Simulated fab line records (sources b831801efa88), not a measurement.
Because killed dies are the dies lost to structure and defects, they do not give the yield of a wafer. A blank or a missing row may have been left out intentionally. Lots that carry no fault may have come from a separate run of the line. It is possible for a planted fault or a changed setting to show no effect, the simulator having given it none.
Which of the tools did it? | flow gf180mcu | 14 lots with 42 wafers sampled at 4 steps, on a route of 602 steps

WHAT EACH GAUGE READ, for each wafer
GF_STI_THK_MEAS_04. Usual: for STI_CVD_03_THK the level is 207.1 nm and the standard deviation is 2.2.
lot  | measured    | on            | STI_CVD_03_THK (nm) | flag
L921 | day 1 14:52 | film-metro-02 | 204.6 206.2 205.2   |
L923 | day 2 01:49 | film-metro-01 | 205.2 205.7 205.9   |
L924 | day 2 05:33 | film-metro-04 | 207.1 206.5 206.6   |
L925 | day 2 11:13 | film-metro-02 | 207.4 207.6 208.5   |
L926 | day 2 14:35 | film-metro-04 | 206.7 207.5 207.2   |
L927 | day 2 22:14 | film-metro-04 | 208.7 206.6 206.7   |
L928 | day 3 02:34 | film-metro-04 | 209.0 207.1 209.1   |
L929 | day 3 07:32 | film-metro-01 | 207.3 207.2 206.0   |
L930 | day 3 11:23 | film-metro-01 | 206.6 208.4 207.6   |
L932 | day 3 21:08 | film-metro-02 | 207.4 206.0 206.3   |
L937 | day 4 21:34 | film-metro-02 | 208.2 207.5 206.9   |
L940 | day 5 12:34 | film-metro-04 | 204.9 203.7 203.9   |
L943 | day 6 04:33 | film-metro-02 | 207.7 206.8 206.9   |
L944 | day 6 08:35 | film-metro-02 | 207.6 207.6 205.6   |

GF_VT_IMPLANT_RS_MEAS_46: the measuring method here is four-point-probe. Usual: for MVSD_RS the level is 456.5 ohm/sq and the standard deviation is 1.
lot  | measured     | on            | MVSD_RS (ohm/sq)  | flag
L921 | day 7 14:11  | film-metro-02 | 456.6 458.4 456.5 |
L923 | day 8 11:20  | film-metro-03 | 456.4 456.4 454.9 |
L924 | day 8 18:20  | film-metro-02 | 456.1 457.5 455.9 |
L925 | day 8 19:08  | film-metro-03 | 456.9 456.4 457.4 |
L926 | day 8 23:39  | film-metro-03 | 455.2 456.8 454.9 |
L927 | day 9 12:44  | film-metro-03 | 456.0 456.8 456.8 |
L928 | day 9 17:57  | film-metro-04 | 457.8 457.4 459.0 |
L929 | day 10 02:33 | film-metro-03 | 457.9 455.6 456.3 |
L930 | day 10 07:42 | film-metro-03 | 456.2 456.0 456.4 |
L932 | day 10 20:05 | film-metro-02 | 455.0 455.6 454.7 |
L937 | day 12 03:05 | film-metro-04 | 456.0 455.1 457.3 |
L940 | day 13 02:21 | film-metro-02 | 457.0 456.7 457.2 |
L943 | day 14 04:16 | film-metro-04 | 457.4 457.7 458.1 |
L944 | day 14 12:37 | film-metro-03 | 455.7 455.8 454.6 |

WHAT TOOL EACH LOT RAN ON (gives the tool, then ch and the chambers of the sampled wafers, and finally the start)
lot  | GF_STI_ETCH_14                  | GF_NWELL_STRIP_10
L921 | rie-si-02 ch 0,3, day 2 02:01   | plasma-asher-04 ch 0,1, day 3 07:11
L923 | rie-si-01 ch 0,1,2, day 2 14:49 | plasma-asher-01 ch 0,1, day 4 00:50
L924 | rie-si-02 ch 0,2,3, day 2 17:52 | plasma-asher-01 ch 0,1, day 4 04:41
L925 | rie-si-01 ch 0,2, day 2 23:19   | plasma-asher-03 ch 0,1, day 4 08:16
L926 | rie-si-01 ch 0,1,2, day 3 02:38 | plasma-asher-01 ch 0,1, day 4 09:52
L927 | rie-si-01 ch 2,3, day 3 10:42   | plasma-asher-01 ch 0,1, day 4 19:44
L928 | rie-si-01 ch 0,1,2, day 3 14:45 | plasma-asher-03 ch 0,1, day 5 00:26
L929 | rie-si-01 ch 0,3, day 3 20:48   | plasma-asher-03 ch 0, day 5 07:11
L930 | rie-si-02 ch 1,2,3, day 4 00:55 | plasma-asher-01 ch 0,1, day 5 10:41
L932 | rie-si-02 ch 0,1,3, day 4 11:07 | plasma-asher-04 ch 1, day 5 20:44
L937 | rie-si-02 ch 0,2,3, day 5 11:39 | plasma-asher-03 ch 0,1, day 6 23:11
L940 | rie-si-02 ch 2,3, day 6 03:48   | plasma-asher-01 ch 0,1, day 7 15:50
L943 | rie-si-02 ch 0,2,3, day 6 20:16 | plasma-asher-04 ch 0,1, day 8 15:35
L944 | rie-si-01 ch 2,3, day 7 01:00   | plasma-asher-04 ch 0,1, day 8 20:20
- GF_STI_ETCH_14: etches Si in HBr/Cl2/O2, target depth 360 nm, time 102.9 s.
- GF_NWELL_STRIP_10: strips in O2/N2.

AS READ BY THE TOOLS THEMSELVES (means over the sampled wafers that have a number; for cases with no such wafer, the mark the record gives instead)
GF_STI_ETCH_14. Usual: drypump-motor-current-A 5.6 A, standard deviation 0.39; oes-product-au 1.000 a.u., standard deviation 0.016; rf-fwd-power-W 596.5 W, standard deviation 1.9; throttle-valve-pct 25.658 %, standard deviation 0.014.
lot  | tool      | drypump-motor-current-A (A) | oes-product-au (a.u.) | rf-fwd-power-W (W) | throttle-valve-pct (%) | flag
L921 | rie-si-02 | 5.6                         | 1.010                 | 595.1              | 25.652                 |
L923 | rie-si-01 | 5.5                         | 1.006                 | 597.0              | 25.655                 |
L924 | rie-si-02 | 5.5                         | 1.004                 | 596.9              | 25.656                 |
L925 | rie-si-01 | 5.3                         | 1.015                 | 596.1              | 25.650                 |
L926 | rie-si-01 | 5.5                         | 1.011                 | 596.7              | 25.653                 |
L927 | rie-si-01 | 5.5                         | 1.044                 | 692.4              | 25.633                 | OFF
L928 | rie-si-01 | 5.5                         | 1.063                 | 692.9              | 25.612                 | OFF
L929 | rie-si-01 | 6.0                         | 1.059                 | 690.4              | 25.626                 | OFF
L930 | rie-si-02 | 5.6                         | 0.995                 | 596.5              | 25.659                 |
L932 | rie-si-02 | 5.4                         | 0.991                 | 597.2              | 25.667                 |
L937 | rie-si-02 | 5.5                         | 0.994                 | 597.4              | 25.662                 |
L940 | rie-si-02 | 5.9                         | 1.008                 | 598.3              | 25.650                 |
L943 | rie-si-02 | 5.5                         | 0.990                 | 597.1              | 25.677                 |
L944 | rie-si-01 | 5.8                         | 1.005                 | 594.0              | 25.662                 |

GF_NWELL_STRIP_10. Usual: drypump-motor-current-A 5.6 A, standard deviation 0.51; heater-power-w 343 W, standard deviation 55; oes-product-au 0.722 a.u., standard deviation 0.005; strip-time-to-endpoint-s 36.98 s, standard deviation 0.084.
lot  | tool            | drypump-motor-current-A (A) | heater-power-w (W) | oes-product-au (a.u.) | strip-time-to-endpoint-s (s) | flag
L921 | plasma-asher-04 | 5.4                         | 348                | 0.721                 | 37.06                        |
L923 | plasma-asher-01 | 5.1                         | 368                | 0.729                 | 36.88                        |
L924 | plasma-asher-01 | 5.1                         | 371                | 0.723                 | 36.89                        |
L925 | plasma-asher-03 | 6.3                         | 335                | 0.720                 | 37.02                        |
L926 | plasma-asher-01 | 5.1                         | 364                | 0.723                 | 36.94                        |
L927 | plasma-asher-01 | 5.1                         | 372                | 0.720                 | 37.09                        |
L928 | plasma-asher-03 | 6.2                         | 281                | 0.725                 | 36.91                        |
L929 | plasma-asher-03 | 6.3                         | 380                | 0.718                 | 37.11                        |
L930 | plasma-asher-01 | 5.3                         | 382                | 0.720                 | 37.05                        |
L932 | plasma-asher-04 | 5.6                         | 343                | 0.723                 | 36.91                        |
L937 | plasma-asher-03 | 6.3                         | 329                | 0.721                 | 36.94                        |
L940 | plasma-asher-01 | 5.3                         | 375                | 0.719                 | 36.98                        |
L943 | plasma-asher-04 | 5.3                         | 357                | 0.718                 | 37.01                        |
L944 | plasma-asher-04 | 5.3                         | 355                | 0.725                 | 37.02                        |

THE ANSWER, worked out from the rows above alone
Rule: a lot is off if the mean of its wafers that have a number lies more than 3 standard deviations from the usual mean. Also off: a lot with no number at a reading for which 4 or more lots have one. Any other lot the step has rows for is counted as sound. After the gauges, taken in route order, come the tools' own readings; for these a lot's mean is taken, as printed above. The first step at which some lot is off is used, and at that step the reading that is off furthest; a lot without a number counts as furthest.
Off, at GF_STI_ETCH_14 on rf-fwd-power-W: L927, L928, L929.
A tool fits if, at that step or a process step before it, it ran every lot that is off, and no sound lot after the first of them. Not one of the candidates tried fits.

WHAT THE SIMULATOR HAD INSERTED
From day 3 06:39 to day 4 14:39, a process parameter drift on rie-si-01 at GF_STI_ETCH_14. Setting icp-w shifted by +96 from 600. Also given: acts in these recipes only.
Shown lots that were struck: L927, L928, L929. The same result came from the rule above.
